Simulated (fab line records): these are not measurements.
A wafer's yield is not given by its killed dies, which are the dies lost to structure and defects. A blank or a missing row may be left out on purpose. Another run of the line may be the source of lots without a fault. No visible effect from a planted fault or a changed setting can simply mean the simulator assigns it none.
Which tool was responsible?    flow sky130    42 wafers from 14 lots sampled at 2 of the route's 708 steps

== WHAT THE GAUGES READ, wafer by wafer ==
Not one reading of a measure or inspect step in the record can be checked against a usual standard deviation.

== WHICH TOOL RAN EACH LOT (tool, then ch and the chambers of the sampled wafers, then the start) ==
lot   SKY_FIELD_ISO_WET_ETCH_30       SKY_PAD_OPEN_PROBE_99
L581  wet-bench-04 ch 3, day 2 09:20  prober-01, day 45 09:49
L582  wet-bench-01 ch 3, day 2 15:54  prober-02, day 45 19:46
L583  wet-bench-01 ch 3, day 2 21:47  prober-01, day 46 04:04
L584  wet-bench-03 ch 0, day 3 02:29  prober-02, day 46 10:50
L585  wet-bench-04 ch 3, day 3 06:59  prober-01, day 46 19:32
L586  wet-bench-01 ch 0, day 3 12:36  prober-02, day 47 02:37
L587  wet-bench-01 ch 1, day 3 20:43  prober-01, day 47 11:35
L588  wet-bench-03 ch 3, day 3 23:35  prober-02, day 47 17:00
L589  wet-bench-04 ch 2, day 4 05:21  prober-01, day 47 22:54
L590  wet-bench-04 ch 2, day 4 10:34  prober-02, day 47 23:48
L600  wet-bench-04 ch 3, day 6 14:44  prober-02, day 50 02:46
L602  wet-bench-03 ch 3, day 7 01:10  prober-02, day 50 17:04
L603  wet-bench-01 ch 3, day 7 05:35  prober-01, day 50 17:58
L604  wet-bench-04 ch 1, day 7 11:12  prober-02, day 50 21:50
- SKY_FIELD_ISO_WET_ETCH_30: etches SiO2 in dHF, target depth 25 nm, time 50 s.
- SKY_PAD_OPEN_PROBE_99

== WHAT THE TOOLS THEMSELVES READ (means of the sampled wafers that have a number; where no wafer has one, the mark that the record gives instead) ==
SKY_PAD_OPEN_PROBE_99. Usual: killed_at_M0_to_M3 43, standard deviation 6.7; killed_at_M4_up 3.2, standard deviation 1.8; killed-at-contacts 24, standard deviation 4.8; killed-at-front-end 16, standard deviation 4.2; killed-at-other 0.3, standard deviation 0.56; killed-dies 86, standard deviation 8.5; killed-open 47, standard deviation 6.7; killed-short 39, standard deviation 6.
lot   tool       killed_at_M0_to_M3  killed_at_M4_up  killed-at-contacts  killed-at-front-end  killed-at-other  killed-dies  killed-open  killed-short  flag
L581  prober-01  39                  4.0              27                  15                   0.0              85           46           39            
L582  prober-02  40                  3.0              23                  18                   0.3              85           42           43            
L583  prober-01  45                  4.3              24                  19                   0.3              92           50           39            
L584  prober-02  42                  3.3              20                  18                   0.0              83           49           34            
L585  prober-01  45                  2.7              18                  18                   0.7              84           46           39            
L586  prober-02  39                  2.7              24                  41                   0.0              106          42           38            OFF
L587  prober-01  47                  3.7              18                  75                   0.7              145          40           43            OFF
L588  prober-02  41                  1.7              19                  16                   0.0              78           43           35            
L589  prober-01  46                  4.7              27                  12                   0.0              90           52           37            
L590  prober-02  53                  4.3              25                  10                   0.0              92           53           38            
L600  prober-02  46                  3.0              28                  21                   0.0              98           49           48            
L602  prober-02  45                  3.7              21                  13                   0.3              83           46           37            
L603  prober-01  44                  3.3              24                  11                   0.0              82           41           41            
L604  prober-02  44                  2.0              25                  15                   0.3              86           46           40            

== THE ANSWER, worked out from the rows above alone ==
Rule: take the mean of a lot's wafers that have a number; if it is more than 3 standard deviations from the usual mean, the lot is off. A lot without any number at a reading at which 4 lots or more have one is off too. Where the step has rows for the other lots, those lots are counted as sound. First the gauges in route order, then the tools' own readings, where a lot's mean is used as printed above. At the first step where some lot is off, the reading lying furthest off is the one used; lots without a number count as furthest.
Off: L586, L587, at SKY_PAD_OPEN_PROBE_99 (killed-at-front-end).
A tool fits if, at that step or a process step before it, it ran every lot that is off, and no sound lot after the first of them. Not one of the candidates tried fits.

== WHAT THE SIMULATOR PUT IN ==
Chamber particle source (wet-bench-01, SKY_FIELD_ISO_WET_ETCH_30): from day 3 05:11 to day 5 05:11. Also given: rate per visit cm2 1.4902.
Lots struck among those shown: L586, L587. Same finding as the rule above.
